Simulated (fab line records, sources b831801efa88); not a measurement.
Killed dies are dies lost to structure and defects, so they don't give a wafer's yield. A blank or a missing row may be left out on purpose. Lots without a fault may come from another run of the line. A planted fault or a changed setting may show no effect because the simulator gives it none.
Which tool did it? | flow gf180mcu | 12 lots, 35 wafers sampled, at 1 step of a route of 602

WHAT THE GAUGES READ, wafer by wafer
GF_V2_CD_MEAS_14: target cd 260 nm.
lot  | measured     | on        | cd_nm (nm)
L942 | day 20 09:29 | cd_sem-01 | 260.4 258.4 259.5
L943 | day 20 22:35 | cd_sem-02 | 258.9 258.3 259.5
L944 | day 21 03:17 | cd_sem-01 | 260.4 260.4 261.0
L945 | day 21 15:40 | cd_sem-02 | 260.8 260.1 260.8
L948 | day 22 15:16 | cd_sem-02 | 261.0 260.5 260.1
L950 | day 23 14:16 | cd_sem-01 | 259.7 259.4 261.2
L951 | day 23 23:27 | cd_sem-01 | 260.2 259.8 259.4
L953 | day 24 12:45 | cd_sem-01 | 259.8 260.2 261.7
L954 | day 24 16:41 | cd_sem-01 | 260.3 260.5
L955 | day 25 01:29 | cd_sem-02 | 258.3 259.5 258.1
L964 | day 27 18:56 | cd_sem-02 | 260.7 261.1 260.5
L963 | day 27 22:50 | cd_sem-01 | 258.4 258.4 258.8

WHICH TOOL RAN EACH LOT (tool, then ch and the chambers of the sampled wafers, then the start)
The record holds no process step before these readings.

WHAT THE TOOLS THEMSELVES READ (means of the sampled wafers that have a number; where no wafer has one, the mark that the record gives instead)
The record holds no such reading with a usual standard deviation.

THE ANSWER, worked out from the rows above alone
Rule: what is usual is taken from the lots themselves. Put in order of their means at a reading, lots are off if they are a third of the lots or fewer, leave a main group of 4 or more, and stand apart from it by a gap of 3 or more times the standard deviation of the main group's means; of several such gaps the widest counts. A main group whose means are all the same, to the digits that the tables above print for the reading, isn't used. A lot without any number at a reading at which 4 lots or more have one is off too. The other lots that the step has rows for count as sound. The gauges are gone through in route order, then the tools' own readings, and for those a lot's mean is taken as printed above. The first step at which some lot is off is used, and at that step the reading that is off furthest; a lot without a number counts as furthest.
No lot is off at any reading shown: from this, nothing can be told.

WHAT THE SIMULATOR HAD PUT IN
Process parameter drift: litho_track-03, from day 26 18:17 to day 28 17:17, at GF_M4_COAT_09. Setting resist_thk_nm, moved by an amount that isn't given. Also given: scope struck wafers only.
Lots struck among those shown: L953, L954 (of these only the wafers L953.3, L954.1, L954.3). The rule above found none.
